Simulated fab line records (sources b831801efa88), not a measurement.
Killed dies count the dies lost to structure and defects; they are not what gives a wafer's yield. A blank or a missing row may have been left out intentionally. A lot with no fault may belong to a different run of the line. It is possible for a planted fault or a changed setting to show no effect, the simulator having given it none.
Struck lot and sound lot, side by side | flow sky130 | 19 out of 708 route steps
Sound: these wafers, L372.4, L372.5, L372.6. The struck wafers were L378.4, L378.5, L378.6. At the end, the cause is stated.
At each step with rows: each side's tool, then ch and its chambers, then its first start. Under that, the readings that differ: sound wafers | struck wafers | difference of the means | sigmas: that difference in standard deviations of wafers without a fault.
alike: words and numbers the same on both sides, and readings whose means are apart by under 2 such deviations; not compared: readings that were withheld, readings missing a value for some wafer, numbers with overlapping values and no deviation given by the record, and bounds like >300 which may hide the same value.
A row with sigmas, a row that says differs or no value, or rows on one side alone: a step with any of these is where the two part. Numbers that have no deviation but don't overlap get no sigmas and don't part them. Lack of a reading on every wafer of one side parts them only where that side has two or more wafers.

first, 1 step without rows for these wafers: SKY_RES_XHIGH_IMPLANT_07.
SKY_RES_XHIGH_STRIP_08: strips in O2/N2.
  sound on plasma-asher-02 ch 0,1, day 30 03:26; struck on plasma-asher-02 ch 0,1, day 31 20:05
  alike: drypump-motor-current-A, o2-flow-sccm, oes-product-au, strip-time-to-endpoint-s
  not compared: rf-hours-counter-h
SKY_RES_XHIGH_TW_MEAS_09:
  sound on film-metro-04 at day 30 03:32; struck on film-metro-02 at day 31 20:11
  reading      | sound          | struck         | difference | sigmas
  RES_XHIGH_TW | 1656 1656 1661 | 1622 1618 1618 | -38        | -2
then, 7 steps without rows for these wafers: SKY_SD_N_DEHYDRATE_00 (time 60 s); SKY_SD_N_HMDS_01 (prime time 60 s); SKY_SD_N_COAT_02 (resist thk 1140 nm); SKY_SD_N_SOFTBAKE_03 (time 60 s); SKY_SD_N_EXPOSE_04 (exposes mask NSDM, target cd 380 nm); SKY_SD_N_PEB_05; SKY_SD_N_DEVELOP_06 (develop time 60 s).
SKY_SD_N_CD_MEAS_07: target cd 380 nm.
  sound on cd-sem-02 at day 31 07:39; struck on cd-sem-01 at day 32 22:51
  alike: cd-nm
SKY_SD_N_OVL_MEAS_08:
  sound on overlay-02 at day 31 07:44; struck on overlay-01 at day 32 22:56
  alike: SD_N_OVL
SKY_SD_N_IMPLANT_09:
  sound on implanter-03 ch 0, day 31 07:49; struck on implanter-03 ch 0, day 32 23:01
  reading                   | sound                | struck               | difference | sigmas
  beam-energy-keV           | 50.010 50.002 49.975 | 37.518 37.543 37.559 | -12.456    | -99 or more
  model.implant.rp-nm (nm)  | 31.61 31.61 31.61    | 26.49 26.49 26.49    | -5.12      |
  model.implant.drp-nm (nm) | 14.11 14.11 14.11    | 11.4 11.4 11.4       | -2.7       |
then, 1 step without rows for these wafers: SKY_SD_N_IMPLANT_10.
SKY_SD_N_STRIP_11: strips in O2/N2.
  sound on plasma-asher-04 ch 0,1, day 31 08:05; struck on plasma-asher-04 ch 0,1, day 32 23:17
  reading                      | sound             | struck            | difference | sigmas
  oes-product-au (a.u.)        | 0.531 0.528 0.517 | 0.550 0.561 0.562 | +0.032     | +7
  strip-time-to-endpoint-s (s) | 22.52 22.52 22.52 | 20.73 20.70 20.75 | -1.79      | -50
  alike: drypump-motor-current-A, o2-flow-sccm
  not compared: rf-hours-counter-h
SKY_SD_N_TW_MEAS_12:
  sound on film-metro-02 at day 31 08:10; struck on film-metro-03 at day 32 23:36
  reading | sound          | struck         | difference | sigmas
  SD_N_TW | 3904 3899 3921 | 3717 3718 3707 | -194       | -4
  not compared: hold
SKY_SD_N_RTA_14: time 2 s.
  sound on rtp-anneal-02 ch 0, day 31 08:17; struck on rtp-anneal-02 ch 0, day 33 03:26
  alike: lamp-power-pct, wafer_temp_C_max
SKY_SD_N_RS_MEAS_16: uses a four-point probe to measure.
  sound on film-metro-03 at day 31 08:29; struck on film-metro-04 at day 33 03:58
  reading          | sound             | struck            | difference | sigmas
  SD_N_RS (ohm/sq) | 68.52 68.43 68.48 | 78.43 78.57 78.50 | +10.02     | +77
  not compared: hold
then, 1 step without rows for these wafers: SKY_PAD_OPEN_PROBE_99.

WHERE THEY PART
First at SKY_RES_XHIGH_TW_MEAS_09; last, within this record, at SKY_SD_N_RS_MEAS_16.

WHY: whatever the simulator had introduced
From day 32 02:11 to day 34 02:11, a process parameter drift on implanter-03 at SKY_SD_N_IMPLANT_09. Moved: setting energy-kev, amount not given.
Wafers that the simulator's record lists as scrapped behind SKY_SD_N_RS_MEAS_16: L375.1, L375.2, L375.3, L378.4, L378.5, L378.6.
